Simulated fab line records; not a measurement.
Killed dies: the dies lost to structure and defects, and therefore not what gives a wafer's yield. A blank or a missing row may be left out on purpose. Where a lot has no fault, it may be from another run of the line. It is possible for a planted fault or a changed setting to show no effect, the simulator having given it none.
The tool behind it: which one? | flow sky130 | Sampling: 24 lots, 72 wafers, 5 of 708 route steps

== WHAT THE GAUGES READ, wafer by wafer ==
SKY_METAL5_THK_MEAS_06: measures by xrf. Usual: METAL5_ALCU_THK 1191 nm, standard deviation 20.
lot  | measured     | on            | METAL5_ALCU_THK (nm) | flag
L074 | day 43 08:01 | film-metro-01 | 1205 1191 1179       |
L075 | day 43 10:04 | film-metro-04 | 1180 1197 1221       |
L076 | day 43 10:23 | film-metro-01 | 1189 1191 1194       |
L078 | day 44 06:42 | film-metro-04 | 1215 1213 1246       |
L077 | day 44 07:01 | film-metro-02 | 1218 1165 1216       |
L080 | day 44 14:44 | film-metro-04 | 1217 1207 1216       |
L079 | day 44 15:51 | film-metro-01 | 1200 1182 1182       |
L081 | day 44 22:19 | film-metro-04 | 1173 1215 1184       |
L082 | day 45 01:34 | film-metro-01 | 1202 1185 1186       |
L083 | day 45 09:20 | film-metro-02 | 1179 1180 1186       |
L084 | day 45 13:08 | film-metro-04 | 1189 1176 1195       |
L085 | day 45 19:19 | film-metro-01 | 1189 1194 1196       |
L087 | day 46 02:29 | film-metro-01 | 1165 1199 1176       |
L086 | day 46 05:16 | film-metro-04 | 1196 1187 1192       |
L088 | day 46 05:50 | film-metro-01 | 1178 1144 1176       |
L089 | day 46 10:43 | film-metro-02 | 1208 1186 1188       |
L090 | day 46 22:50 | film-metro-02 | 1172 1180 1178       |
L091 | day 47 17:32 | film-metro-01 | 1165 1163 1166       |
L092 | day 47 18:43 | film-metro-04 | 1194 1204 1216       |
L093 | day 47 21:38 | film-metro-01 | 1181 1180 1186       |
L094 | day 47 21:55 | film-metro-04 | 1198 1220 1226       |
L095 | day 48 09:14 | film-metro-04 | 1190 1183 1158       |
L096 | day 48 11:11 | film-metro-01 | 1155 1165 1143       |
L097 | day 48 11:46 | film-metro-02 | 1221 1217 1194       |

== TOOL THAT RAN EACH LOT (tool first, then ch and the chambers of the sampled wafers, then the start) ==
lot  | SKY_METAL3_SPUTTER_02        | SKY_CAPM_METAL_ETCH_13            | SKY_CAP2M_SPUTTER_02         | SKY_METAL4_DESCUM_15
L074 | pvd-sputter-04, day 36 22:52 | rie-metal-01 ch 0,1, day 38 00:43 | pvd-sputter-04, day 40 06:37 | rie-metal-04 ch 0,1, day 42 06:11
L075 | pvd-sputter-03, day 36 23:51 | rie-metal-02 ch 0,1, day 38 01:37 | pvd-sputter-04, day 40 07:44 | rie-metal-03 ch 0,1, day 42 07:41
L076 | pvd-sputter-03, day 37 01:32 | rie-metal-01 ch 0,1, day 38 03:10 | pvd-sputter-01, day 40 08:23 | rie-metal-02 ch 0,1, day 42 07:56
L078 | pvd-sputter-01, day 37 23:22 | rie-metal-01 ch 0,1, day 39 00:01 | pvd-sputter-01, day 41 04:40 | rie-metal-02 ch 0,1, day 43 04:50
L077 | pvd-sputter-04, day 38 00:16 | rie-metal-02 ch 0, day 39 01:19   | pvd-sputter-04, day 41 06:02 | rie-metal-03 ch 1, day 43 05:25
L080 | pvd-sputter-01, day 38 08:07 | rie-metal-01 ch 0, day 39 09:11   | pvd-sputter-04, day 41 13:44 | rie-metal-04 ch 0,1, day 43 12:59
L079 | pvd-sputter-03, day 38 09:22 | rie-metal-04 ch 0,1, day 39 10:25 | pvd-sputter-01, day 41 14:51 | rie-metal-03 ch 0,1, day 43 14:25
L081 | pvd-sputter-01, day 38 16:21 | rie-metal-02 ch 0, day 39 16:28   | pvd-sputter-03, day 41 23:40 | rie-metal-03 ch 0,1, day 43 21:14
L082 | pvd-sputter-04, day 38 19:43 | rie-metal-01 ch 0, day 39 19:31   | pvd-sputter-03, day 42 02:25 | rie-metal-03 ch 0,1, day 44 01:11
L083 | pvd-sputter-04, day 39 06:25 | rie-metal-01 ch 0,1, day 40 06:56 | pvd-sputter-04, day 42 09:28 | rie-metal-04 ch 0, day 44 07:53
L084 | pvd-sputter-04, day 39 09:25 | rie-metal-04 ch 0,1, day 40 10:34 | pvd-sputter-04, day 42 13:08 | rie-metal-04 ch 0, day 44 11:46
L085 | pvd-sputter-01, day 39 18:32 | rie-metal-04 ch 0, day 40 18:59   | pvd-sputter-03, day 42 22:12 | rie-metal-04 ch 0, day 44 18:50
L087 | pvd-sputter-03, day 40 02:09 | rie-metal-01 ch 0,1, day 41 01:32 | pvd-sputter-04, day 43 04:59 | rie-metal-04 ch 0,1, day 45 02:11
L086 | pvd-sputter-03, day 40 04:01 | rie-metal-04 ch 0,1, day 41 03:53 | pvd-sputter-04, day 43 07:13 | rie-metal-04 ch 0,1, day 45 04:42
L088 | pvd-sputter-03, day 40 05:09 | rie-metal-02 ch 0,1, day 41 05:13 | pvd-sputter-04, day 43 07:49 | rie-metal-02 ch 0,1, day 45 05:02
L089 | pvd-sputter-03, day 40 10:52 | rie-metal-01 ch 0,1, day 41 11:14 | pvd-sputter-04, day 43 12:48 | rie-metal-04 ch 0,1, day 45 09:50
L090 | pvd-sputter-01, day 40 21:56 | rie-metal-02 ch 0,1, day 41 22:28 | pvd-sputter-04, day 43 23:45 | rie-metal-02 ch 0,1, day 45 19:37
L091 | pvd-sputter-01, day 41 18:52 | rie-metal-02 ch 0,1, day 42 18:16 | pvd-sputter-04, day 44 19:21 | rie-metal-03 ch 1, day 46 14:23
L092 | pvd-sputter-03, day 41 20:13 | rie-metal-02 ch 0,1, day 42 19:52 | pvd-sputter-01, day 44 21:00 | rie-metal-04 ch 0,1, day 46 15:31
L093 | pvd-sputter-01, day 42 03:07 | rie-metal-02 ch 0,1, day 43 02:34 | pvd-sputter-01, day 45 03:09 | rie-metal-03 ch 0,1, day 46 21:59
L094 | pvd-sputter-03, day 42 04:55 | rie-metal-04 ch 0, day 43 03:52   | pvd-sputter-01, day 45 04:08 | rie-metal-03 ch 0, day 46 22:20
L095 | pvd-sputter-04, day 42 18:10 | rie-metal-01 ch 0, day 43 16:49   | pvd-sputter-01, day 45 16:05 | rie-metal-04 ch 0,1, day 47 10:53
L096 | pvd-sputter-03, day 42 23:22 | rie-metal-01 ch 0, day 43 21:43   | pvd-sputter-01, day 45 22:08 | rie-metal-04 ch 1, day 47 14:08
L097 | pvd-sputter-04, day 42 23:58 | rie-metal-04 ch 0,1, day 43 22:20 | pvd-sputter-03, day 45 22:21 | rie-metal-03 ch 0,1, day 47 14:29
- SKY_METAL3_SPUTTER_02: material AlCu, target thk 735 nm, time 39.1 s.
- SKY_CAPM_METAL_ETCH_13: etches TiN in Cl2/BCl3, stops on SiO2, target depth 220 nm, time 62.9 s.
- SKY_CAP2M_SPUTTER_02: material TiN, target thk 200 nm, time 166.7 s.
- SKY_METAL4_DESCUM_15: chemistry O2, time 8 s.

== AS READ BY THE TOOLS THEMSELVES (means over the sampled wafers that have a number; for cases with no such wafer, the mark the record gives instead) ==
SKY_METAL3_SPUTTER_02. Usual: throttle-valve-pct at 29.7 %, with a standard deviation of 1.3.
lot  | tool           | throttle-valve-pct (%) | flag
L074 | pvd-sputter-04 | 29.8                   |
L075 | pvd-sputter-03 | 28.9                   |
L076 | pvd-sputter-03 | 29.7                   |
L078 | pvd-sputter-01 | 30.2                   |
L077 | pvd-sputter-04 | 31.0                   |
L080 | pvd-sputter-01 | 30.5                   |
L079 | pvd-sputter-03 | 29.6                   |
L081 | pvd-sputter-01 | 30.5                   |
L082 | pvd-sputter-04 | 29.0                   |
L083 | pvd-sputter-04 | 29.6                   |
L084 | pvd-sputter-04 | 29.0                   |
L085 | pvd-sputter-01 | 30.3                   |
L087 | pvd-sputter-03 | 28.6                   |
L086 | pvd-sputter-03 | 29.2                   |
L088 | pvd-sputter-03 | 29.1                   |
L089 | pvd-sputter-03 | 29.9                   |
L090 | pvd-sputter-01 | 30.3                   |
L091 | pvd-sputter-01 | 30.8                   |
L092 | pvd-sputter-03 | 28.5                   |
L093 | pvd-sputter-01 | 30.5                   |
L094 | pvd-sputter-03 | 28.4                   |
L095 | pvd-sputter-04 | 30.5                   |
L096 | pvd-sputter-03 | 29.1                   |
L097 | pvd-sputter-04 | 28.6                   |

SKY_CAPM_METAL_ETCH_13. Usual: bcl3-flow-sccm 30.00 sccm, standard deviation 0.086; drypump-motor-current-A 5.8 A, standard deviation 0.3; oes-product-au 0.936 a.u., standard deviation 0.0084; throttle-valve-pct 21.905 %, standard deviation 0.0092.
lot  | tool         | bcl3-flow-sccm (sccm) | drypump-motor-current-A (A) | oes-product-au (a.u.) | throttle-valve-pct (%) | flag
L074 | rie-metal-01 | 29.95                 | 5.8                         | 0.928                 | 21.909                 |
L075 | rie-metal-02 | 30.05                 | 5.6                         | 0.929                 | 21.901                 |
L076 | rie-metal-01 | 30.05                 | 5.8                         | 0.942                 | 21.905                 |
L078 | rie-metal-01 | 30.07                 | 5.8                         | 0.936                 | 21.907                 |
L077 | rie-metal-02 | 30.01                 | 6.2                         | 0.942                 | 21.891                 |
L080 | rie-metal-01 | 29.94                 | 5.7                         | 0.938                 | 21.911                 |
L079 | rie-metal-04 | 30.05                 | 5.6                         | 0.931                 | 21.900                 |
L081 | rie-metal-02 | 30.04                 | 6.3                         | 0.933                 | 21.910                 |
L082 | rie-metal-01 | 30.04                 | 5.7                         | 0.957                 | 21.892                 |
L083 | rie-metal-01 | 30.02                 | 5.8                         | 0.927                 | 21.918                 |
L084 | rie-metal-04 | 30.01                 | 5.6                         | 0.939                 | 21.908                 |
L085 | rie-metal-04 | 30.03                 | 5.7                         | 0.934                 | 21.909                 |
L087 | rie-metal-01 | 29.90                 | 5.8                         | 0.946                 | 21.897                 |
L086 | rie-metal-04 | 29.99                 | 5.6                         | 0.938                 | 21.903                 |
L088 | rie-metal-02 | 30.01                 | 6.0                         | 0.932                 | 21.908                 |
L089 | rie-metal-01 | 30.03                 | 5.8                         | 0.928                 | 21.916                 |
L090 | rie-metal-02 | 29.95                 | 6.0                         | 0.929                 | 21.908                 |
L091 | rie-metal-02 | 30.03                 | 6.0                         | 0.942                 | 21.905                 |
L092 | rie-metal-02 | 29.94                 | 5.6                         | 0.947                 | 21.890                 |
L093 | rie-metal-02 | 30.00                 | 5.6                         | 0.932                 | 21.911                 |
L094 | rie-metal-04 | 29.92                 | 5.7                         | 0.939                 | 21.910                 |
L095 | rie-metal-01 | 30.12                 | 5.7                         | 0.946                 | 21.904                 |
L096 | rie-metal-01 | 30.03                 | 5.7                         | 0.928                 | 21.910                 |
L097 | rie-metal-04 | 29.97                 | 5.6                         | 0.944                 | 21.907                 |

SKY_CAP2M_SPUTTER_02. Usual: substrate-temp-c 299.96 C, standard deviation 0.21; throttle-valve-pct 30.0 %, standard deviation 1.1.
lot  | tool           | substrate-temp-c (C) | throttle-valve-pct (%) | flag
L074 | pvd-sputter-04 | 300.10               | 29.9                   |
L075 | pvd-sputter-04 | 299.97               | 30.6                   |
L076 | pvd-sputter-01 | 300.22               | 30.6                   |
L078 | pvd-sputter-01 | 300.11               | 30.5                   |
L077 | pvd-sputter-04 | 300.04               | 30.2                   |
L080 | pvd-sputter-04 | 299.84               | 30.8                   |
L079 | pvd-sputter-01 | 300.04               | 30.6                   |
L081 | pvd-sputter-03 | 300.12               | 29.6                   |
L082 | pvd-sputter-03 | 299.95               | 29.6                   |
L083 | pvd-sputter-04 | 300.08               | 30.0                   |
L084 | pvd-sputter-04 | 299.85               | 30.5                   |
L085 | pvd-sputter-03 | 299.91               | 29.2                   |
L087 | pvd-sputter-04 | 299.94               | 28.8                   |
L086 | pvd-sputter-04 | 299.96               | 29.5                   |
L088 | pvd-sputter-04 | 299.85               | 29.3                   |
L089 | pvd-sputter-04 | 299.83               | 29.7                   |
L090 | pvd-sputter-04 | 299.93               | 29.9                   |
L091 | pvd-sputter-04 | 300.14               | 29.4                   |
L092 | pvd-sputter-01 | 299.75               | 30.6                   |
L093 | pvd-sputter-01 | 299.92               | 30.7                   |
L094 | pvd-sputter-01 | 299.98               | 30.4                   |
L095 | pvd-sputter-01 | 299.81               | 30.7                   |
L096 | pvd-sputter-01 | 300.08               | 30.4                   |
L097 | pvd-sputter-03 | 299.98               | 29.3                   |

SKY_METAL4_DESCUM_15. Usual: drypump-motor-current-A 5.71 A, standard deviation 0.23; oes-product-au 0.997 a.u., standard deviation 0.0082.
lot  | tool         | drypump-motor-current-A (A) | oes-product-au (a.u.) | flag
L074 | rie-metal-04 | 5.60                        | 0.996                 |
L075 | rie-metal-03 | 5.76                        | 0.996                 |
L076 | rie-metal-02 | 5.61                        | 0.999                 |
L078 | rie-metal-02 | 5.60                        | 0.997                 |
L077 | rie-metal-03 | 5.88                        | 1.008                 |
L080 | rie-metal-04 | 5.63                        | 0.997                 |
L079 | rie-metal-03 | 5.77                        | 0.994                 |
L081 | rie-metal-03 | 5.81                        | 1.005                 |
L082 | rie-metal-03 | 5.78                        | 1.000                 |
L083 | rie-metal-04 | 5.71                        | 0.988                 |
L084 | rie-metal-04 | 5.70                        | 0.982                 |
L085 | rie-metal-04 | 5.70                        | 0.994                 |
L087 | rie-metal-04 | 5.65                        | 0.994                 |
L086 | rie-metal-04 | 5.60                        | 1.000                 |
L088 | rie-metal-02 | 5.94                        | 0.996                 |
L089 | rie-metal-04 | 5.61                        | 1.006                 |
L090 | rie-metal-02 | 5.62                        | 0.987                 |
L091 | rie-metal-03 | 5.87                        | 1.006                 |
L092 | rie-metal-04 | 5.59                        | 0.995                 |
L093 | rie-metal-03 | 5.77                        | 1.005                 |
L094 | rie-metal-03 | 5.67                        | 1.002                 |
L095 | rie-metal-04 | 5.59                        | 1.001                 |
L096 | rie-metal-04 | 5.50                        | 1.011                 |
L097 | rie-metal-03 | 5.81                        | 0.992                 |

== THE ANSWER, worked out from the rows above alone ==
Rule: take the mean of a lot's wafers that have a number; if it is more than 3 standard deviations from the usual mean, the lot is off. Also off: a lot with no number at a reading for which 4 or more lots have one. Any other lot the step has rows for is counted as sound. Order of review: gauges by route order, followed by the tools' own readings, for which a lot's mean as printed above is used. The first step at which some lot is off is used, and at that step the reading that is off furthest; a lot without a number counts as furthest.
No lot is off at any reading shown: from this, nothing can be told.

== WHAT THE SIMULATOR HAD INSERTED ==
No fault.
